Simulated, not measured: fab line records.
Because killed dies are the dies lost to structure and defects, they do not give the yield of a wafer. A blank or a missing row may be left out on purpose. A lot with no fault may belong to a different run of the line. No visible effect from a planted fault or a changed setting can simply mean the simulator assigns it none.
Problem report in the 8D (eight disciplines) form, filled by code | flow sky130 | the parts of the form that need people (team, actions taken, sign-off) are left out

## 1. THE PROBLEM
Mean of heater-power-total-W at SKY_VIA1_SOFTBAKE_08: 58.28 W across 6 wafers in 2 lots; on wafers with no fault it is 57.36 W (standard deviation 0.12). Measured from the usual mean, that is +7.7 standard deviations.
The step: time 90 s.
Earliest sighting: wafer L366.3 on litho-track-04 at day 37 20:00. The record has a number at this step for 39 wafers belonging to 13 lots. By rule, "out" or "out of limits" means more than 4 standard deviations away from the usual mean. All remaining wafers that have a number are taken as sound.

## 2. WHAT IT IS AND WHAT IT IS NOT
question                    | is                                 | is not
which readings at this step | heater-power-total-W, plate-temp-C | exhaust-pa
which lots                  | L366, L367                         | L354, L355, L357, L358, L359, L360, L361, L364, L365, L375, L376
which wafers of those lots  | all that have a number             | -
read on which tools         | litho-track-04                     | litho-track-01, litho-track-02
when                        | from day 37 20:00                  | up to then (27 sound wafers); but 6 sound wafers of L375, L376 came after

## 3. SUSPECTS, AND WHAT RULES EACH OUT
Counting: a tool stays on the suspect list if, at a process step up to the reading, it processed all lots that are out and no sound lot following the first of them.
- litho-track-04 at SKY_VIA1_SOFTBAKE_08 (time 90 s): kept. It processed each lot that is out, first L366 at day 37 20:00, and no sound lot thereafter; up to then, the last sound lot it processed was L365 at day 37 15:00. Its own readings are out on those wafers: heater-power-total-W, plate-temp-C.
Remaining after the count: litho-track-04 at SKY_VIA1_SOFTBAKE_08.

## 4. THE CAUSE (what the simulator had put in)
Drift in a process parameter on litho-track-04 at SKY_VIA1_SOFTBAKE_08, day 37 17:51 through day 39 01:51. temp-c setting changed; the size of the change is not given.
This tool alone remained once counting was done.

## 5. SEQUENCE OF EFFECTS, ordered by route
Rows list readings where the struck wafers' mean (over those with a number) sits beyond 3 standard deviations from the usual. Only readings whose record carries a usual standard deviation are examined. hours: median over the lots of the time between each lot's start at the first step of this table that gives one and its start at this step. sigmas: the change, counted in usual standard deviations.
hours | step                 | reading              | usual    | on struck wafers | change | sigmas
0     | SKY_VIA1_SOFTBAKE_08 | heater-power-total-W | 57.36 W  | 58.28            | +0.92  | +7.7
0     | SKY_VIA1_SOFTBAKE_08 | plate-temp-C         | 100.02 C | 101.10           | +1.08  | +7.2
Process steps it contains:
- SKY_VIA1_SOFTBAKE_08: time 90 s.
Later measuring or inspecting steps at which every struck wafer that the step has a row for has a number for every such reading, and none has moved that far: SKY_VIA1_CD_MEAS_12, SKY_VIA1_OVL_MEAS_13.

## 6. HOW IT WOULD HAVE BEEN CAUGHT EARLIER
The fault began at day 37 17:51; the first out-of-limits reading in this record came at day 37 20:00, 2 hours later.
